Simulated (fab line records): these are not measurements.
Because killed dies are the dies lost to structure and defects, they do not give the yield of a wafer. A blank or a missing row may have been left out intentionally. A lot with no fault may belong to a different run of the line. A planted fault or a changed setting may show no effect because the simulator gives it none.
Struck lot and sound lot, side by side    flow sfq_line    14 steps out of a route of 325
Sound: these wafers, L996.2, L996.4, L996.6. Struck: wafer L991.1 (left out: L991.2, L991.5 of the same lot, which were not struck); the cause appears at the end.
Each step with rows lists, per side, the tool, then ch with its chambers, then its first start. Under that, the readings that differ: sound wafers    struck wafers    difference of the means    sigmas: that difference in standard deviations of wafers without a fault.
alike: same words and numbers on both sides, and readings whose means sit less than 2 such deviations apart. not compared: any withheld reading, any reading some wafer has no value for, any bound like >300 that may hide the same value, and any number with overlapping values for which the record gives no deviation.
Wherever a step has rows on one side only, a row that says differs or no value, or a row with sigmas, the two part there. Numbers that have no deviation but don't overlap get no sigmas and don't part them. A reading missing from all wafers of one side parts the sides only when that side holds two or more wafers.

first, 2 steps without rows for these wafers: SFQ_TRILAYER_I0_VIA_STRIP_SOLV_CLEAN_036 (cleans in NMP, time 600 s); SFQ_TRILAYER_M1_DEP_PRE_CLEAN_038 (time 22.5 s).
SFQ_TRILAYER_M1_DEP_SPUTTER_037: material Nb, target thk 200 nm, time 133.3 s.
  struck on pvd_sputter-06, day 13 09:25; sound on pvd_sputter-03, day 14 14:14
  alike: throttle_valve_pct
SFQ_M1_RS_MEAS_909: uses a four-point probe to measure.
  struck on film_metro-02, day 13 09:30; sound on film_metro-03, day 14 14:20
  alike: M1_NB_RS
then, 6 steps without rows for these wafers: SFQ_TRILAYER_M1_LITHO_COAT_044 (resist thk 62 nm); SFQ_TRILAYER_M1_LITHO_COAT_039 (resist thk 600 nm); SFQ_TRILAYER_M1_LITHO_SOFTBAKE_043; SFQ_TRILAYER_M1_LITHO_EXPOSE_040 (exposes mask M1, target cd 500 nm); SFQ_TRILAYER_M1_LITHO_PEB_042 (peb time 60 s); SFQ_TRILAYER_M1_LITHO_DEVELOP_041 (time 60 s).
-- the record jumps here: 5 days lie between the struck wafers' starts before and after --
SFQ_M1_OVL_MEAS_911:
  struck on overlay-02, day 18 12:17; sound on overlay-01, day 19 19:02
  alike: M1_OVL
SFQ_TRILAYER_M1_BARC_OPEN_METAL_ETCH_054: etches BARC in O2, target depth 125 nm, time 41.7 s.
  sound on rie_metal-01 ch 0,1, day 19 19:04; struck on rie_metal-04 ch 0, day 18 12:19
reading                                              sound              struck  difference  sigmas
model.KrF_of_TRILAYER_M1_LITHO_COAT_039.thk_nm (nm)  523.3 520.6 520.6  532.6   +11.1       
  alike: drypump_motor_current_A, oes_product_au
  not compared: rf_hours_counter_h
SFQ_TRILAYER_M1_ETCH_METAL_ETCH_042: etches Nb in Cl2/Ar, stops on SiO2, target depth 240 nm, time 120 s.
  sound on rie_metal-01 ch 0,1, day 19 19:08; struck on rie_metal-04 ch 0, day 18 12:23
reading                                              sound              struck  difference  sigmas
model.KrF_of_TRILAYER_M1_LITHO_COAT_039.thk_nm (nm)  380.5 375.8 377.8  393.4   +15.4       
  alike: drypump_motor_current_A, oes_product_au
  not compared: rf_hours_counter_h
SFQ_TRILAYER_M1_STRIP_STRIP_043: strips in O2.
  sound on rie_metal-01 ch 0,1, day 19 19:15; struck on rie_metal-04 ch 0, day 18 12:30
reading                sound              struck  difference  sigmas
oes_product_au (a.u.)  1.009 1.017 1.011  0.996   -0.016      -2
  alike: drypump_motor_current_A
  not compared: rf_hours_counter_h

## WHERE THEY PART
Within this record, at SFQ_TRILAYER_M1_STRIP_STRIP_043 only.

WHY: what had been put in by the simulator
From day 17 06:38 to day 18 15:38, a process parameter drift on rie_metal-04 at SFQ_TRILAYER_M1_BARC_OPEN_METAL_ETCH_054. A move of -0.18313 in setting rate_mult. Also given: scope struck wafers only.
